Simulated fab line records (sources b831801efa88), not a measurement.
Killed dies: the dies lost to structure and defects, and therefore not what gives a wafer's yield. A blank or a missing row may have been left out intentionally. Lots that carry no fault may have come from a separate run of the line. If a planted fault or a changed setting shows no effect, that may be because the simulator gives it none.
Which tool is to blame? -- flow gf180mcu -- 7 lots with 21 wafers sampled at 3 steps, on a route of 602 steps

## WHAT THE GAUGES SHOWED, per wafer
GF_VT_IMPLANT_TW_MEAS_43.
lot,measured,on,VT_IMPLANT_4_TW
L294,day 7 23:52,filmMetro-03,687 684 685
L297,day 9 03:44,filmMetro-02,695 697 692
L299,day 9 09:04,filmMetro-03,689 686 687
L302,day 10 07:48,filmMetro-02,860 862 864 868 863 865
L307,day 11 19:38,filmMetro-03,844 842 851 847 853 848
L310,day 12 13:19,filmMetro-02,688 696 688
L315,day 13 23:42,filmMetro-02,690 688 688

## EACH LOT AND THE TOOL THAT RAN IT (in order: tool; ch and the chambers of the sampled wafers; start)
lot,GF_VT_IMPLANT_IMPLANT_41,GF_VT_IMPLANT_STRIP_42
L294,"implanter-04 ch 0, day 7 23:37","plasmaAsher-02 ch 0,1, day 7 23:46"
L297,"implanter-03 ch 0, day 9 03:32","plasmaAsher-03 ch 0,1, day 9 03:38"
L299,"implanter-02 ch 0, day 9 08:49","plasmaAsher-02 ch 0,1, day 9 08:58"
L302,"implanter-04 ch 0, day 10 07:15","plasmaAsher-02 ch 0,1, day 10 07:41"
L307,"implanter-03 ch 0, day 11 19:04","plasmaAsher-01 ch 0, day 11 19:32"
L310,"implanter-04 ch 0, day 12 13:04","plasmaAsher-03 ch 0,1, day 12 13:13"
L315,"implanter-03 ch 0, day 13 23:30","plasmaAsher-03 ch 0,1, day 13 23:37"
- GF_VT_IMPLANT_IMPLANT_41
- GF_VT_IMPLANT_STRIP_42: strips in O2/N2.

## THE ANSWER, worked out from the rows above alone
Rule: the usual values come from the lots themselves. Put in order of their means at a reading, lots are off if they are a third of the lots or fewer, leave a main group of 4 or more, and stand apart from it by a gap of 3 or more times the standard deviation of the main group's means; of several such gaps the widest counts. A main group is skipped when, at the precision printed for the reading in the tables above, its means are all equal. A lot without any number at a reading at which 4 lots or more have one is off too. Where the step has rows for the other lots, those lots are counted as sound.
Off: at GF_VT_IMPLANT_TW_MEAS_43 (VT_IMPLANT_4_TW), L302, L307. Main group: mean 689, sd 3.2.
If a tool, at a process step before that reading, ran all the lots that are off and no sound lot after the first of them, it fits. The gauges at GF_VT_IMPLANT_TW_MEAS_43 are tried like those tools. Not one of the candidates tried fits.

## WHAT THE SIMULATOR HAD PUT IN
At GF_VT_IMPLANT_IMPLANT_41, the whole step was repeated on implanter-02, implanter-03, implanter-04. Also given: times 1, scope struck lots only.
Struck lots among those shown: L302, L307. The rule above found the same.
